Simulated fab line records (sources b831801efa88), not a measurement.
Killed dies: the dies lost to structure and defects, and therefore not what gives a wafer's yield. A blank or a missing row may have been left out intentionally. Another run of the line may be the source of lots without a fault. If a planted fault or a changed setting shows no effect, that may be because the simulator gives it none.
Comparing a struck lot with a sound one -- flow sky130 -- 23 steps out of a route of 708
Sound: these wafers, L527.2, L527.5, L527.6. The struck wafers were L535.1, L535.4, L535.5. At the end, the cause is stated.
Each step with rows lists, per side, the tool, then ch with its chambers, then its first start. Under that, the readings that differ: sound wafers -- struck wafers -- difference of the means -- sigmas: that difference in standard deviations of wafers without a fault.
alike: words and numbers the same on both sides, and readings whose means are apart by under 2 such deviations; not compared: readings that were withheld, readings missing a value for some wafer, numbers with overlapping values and no deviation given by the record, and bounds like >300 which may hide the same value.
A row with sigmas, a row that says differs or no value, or rows on one side alone: a step with any of these is where the two part. Non-overlapping numbers with no deviation appear without sigmas and do not part them. Lack of a reading on every wafer of one side parts them only where that side has two or more wafers.

SKY_LI_CONTACT_SPUTTER_19: material Ti, target thk 20 nm, time 106.37 s.
  sound: pvd_sputter-02 at day 29 19:55; struck: pvd_sputter-02 at day 32 08:58
  alike: throttle_valve_pct
SKY_LI_CONTACT_SPUTTER_20: material TiN, target thk 20 nm, time 80 s.
  sound: pvd_sputter-02 at day 29 19:59; struck: pvd_sputter-02 at day 32 09:03
  alike: throttle_valve_pct
SKY_LI_CONTACT_CVD_21: deposits W, target thk 400 nm, time 120.56 s.
  sound on cvd_w-01 ch 0,1, day 29 20:03; struck on cvd_w-01 ch 0,1, day 32 09:07
  alike: heater_power_w
SKY_LI_CONTACT_RS_MEAS_22: a four-point-probe measurement.
  sound: film_metro-02 at day 29 20:12; struck: film_metro-04 at day 32 09:14
  alike: LI_CONTACT_W_RS
SKY_LI_CONTACT_THK_MEAS_23: measures by xrf.
  sound: film_metro-02 at day 29 20:19; struck: film_metro-04 at day 32 09:21
  alike: LI_CONTACT_W_THK
SKY_LI_CONTACT_CMP_24: polishes, stops on PSG, t overpolish 20 s, target thk 0 nm.
  sound on cmp-02 ch 0,1,3, day 29 20:28; struck on cmp-01 ch 0,3, day 32 09:28
  alike: head_pressure_psi, motor_current_A, overpolish_run_s, slurry_filter_dp_kPa, time_to_endpoint_s
then, 1 step without rows for these wafers: SKY_LOCAL_INTERCONNECT_SPUTTER_00 (material TiN, target thk 100 nm, time 83.3 s).
SKY_LOCAL_INTERCONNECT_RS_MEAS_01: a four-point-probe measurement.
  sound: film_metro-03 at day 29 20:44; struck: film_metro-03 at day 32 09:47
  alike: LOCAL_INTERCONNECT_TIN_RS
SKY_LOCAL_INTERCONNECT_THK_MEAS_02: measures by xrf.
  sound: film_metro-03 at day 29 20:51; struck: film_metro-03 at day 32 09:54
  alike: LOCAL_INTERCONNECT_TIN_THK
then, 3 steps without rows for these wafers: SKY_LOCAL_INTERCONNECT_DEHYDRATE_03 (time 60 s); SKY_LOCAL_INTERCONNECT_HMDS_04 (prime time 60 s); SKY_LOCAL_INTERCONNECT_COAT_05 (resist thk 60 nm).
SKY_LOCAL_INTERCONNECT_COAT_06: resist thk 450 nm.
  sound on litho_track-04 ch 0, day 30 09:00; struck on litho_track-04 ch 0, day 33 00:00
reading,sound,struck,difference,sigmas
spin_speed_rpm (rpm),2999.3 3002.6 3001.9,2927.5 2926.4 2930.1,-73.3,-39
model.KrF-thick_of_LOCAL_INTERCONNECT_COAT_06.thk_nm (nm),449.4 450.6 448.7,454.6 452.9 452.8,+3.9,
then, 4 steps without rows for these wafers: SKY_LOCAL_INTERCONNECT_SOFTBAKE_07 (time 90 s); SKY_LOCAL_INTERCONNECT_EXPOSE_08 (exposes mask LI1M, target cd 170 nm); SKY_LOCAL_INTERCONNECT_PEB_09; SKY_LOCAL_INTERCONNECT_DEVELOP_10 (develop time 60 s).
SKY_LOCAL_INTERCONNECT_CD_MEAS_11: the cd target is 170 nm.
  sound: cd_sem-02 at day 30 22:07; struck: cd_sem-02 at day 33 12:05
  alike: cd_nm
SKY_LOCAL_INTERCONNECT_OVL_MEAS_12:
  sound: overlay-01 at day 30 22:13; struck: overlay-01 at day 33 12:13
  alike: LOCAL_INTERCONNECT_OVL
SKY_LOCAL_INTERCONNECT_ETCH_13: etches BARC in N2/H2, stops on SiO2, time 45.9 s, target depth 60 nm.
  sound on rie_metal-02 ch 0,1, day 30 22:15; struck on rie_metal-03 ch 0,1, day 33 12:15
  alike: bias_w, drypump_motor_current_A, he_backside_leak_sccm, oes_product_au, rf_fwd_power_W, throttle_valve_pct
  not compared: rf_hours_counter_h
SKY_LOCAL_INTERCONNECT_METAL_ETCH_14: etches TiN in Cl2/BCl3, stops on PSG, target depth 110 nm, time 31.4 s.
  sound on rie_metal-02 ch 0,1, day 30 22:20; struck on rie_metal-03 ch 0,1, day 33 12:19
reading,sound,struck,difference,sigmas
rf_fwd_power_W (W),893 894 896,883 882 887,-10,-2
model.KrF-thick_of_LOCAL_INTERCONNECT_COAT_06.thk_nm (nm),345.5 350 344.5,352.1 350.1 351.6,+4.6,
  alike: bias_w, drypump_motor_current_A, he_backside_leak_sccm, oes_product_au, throttle_valve_pct
  not compared: rf_hours_counter_h
then, 1 step without rows for these wafers: SKY_LOCAL_INTERCONNECT_STRIP_15 (strips in O2/N2).
-- a jump in the record: the struck wafers' starts before and after are 15 days apart (it breaks off in module LOCAL_INTERCONNECT and resumes in module PAD_OPEN, where the first step shown is number 708 of the route) --
SKY_PAD_OPEN_PROBE_99:
  sound: prober-01 at day 46 00:29; struck: prober-01 at day 48 01:07
  alike: killed_at_M0_to_M3, killed_at_M4_up, killed_at_contacts, killed_at_front_end, killed_at_other, killed_dies, killed_open, killed_short

WHERE THEY PART
At SKY_LOCAL_INTERCONNECT_COAT_06 first; at SKY_LOCAL_INTERCONNECT_METAL_ETCH_14 last (within this record only). Later steps at which nothing parts them and some readings are alike: SKY_PAD_OPEN_PROBE_99.

WHY: what the simulator had put in
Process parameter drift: litho_track-04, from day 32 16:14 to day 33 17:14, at SKY_LOCAL_INTERCONNECT_COAT_06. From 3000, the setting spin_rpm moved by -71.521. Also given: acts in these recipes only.
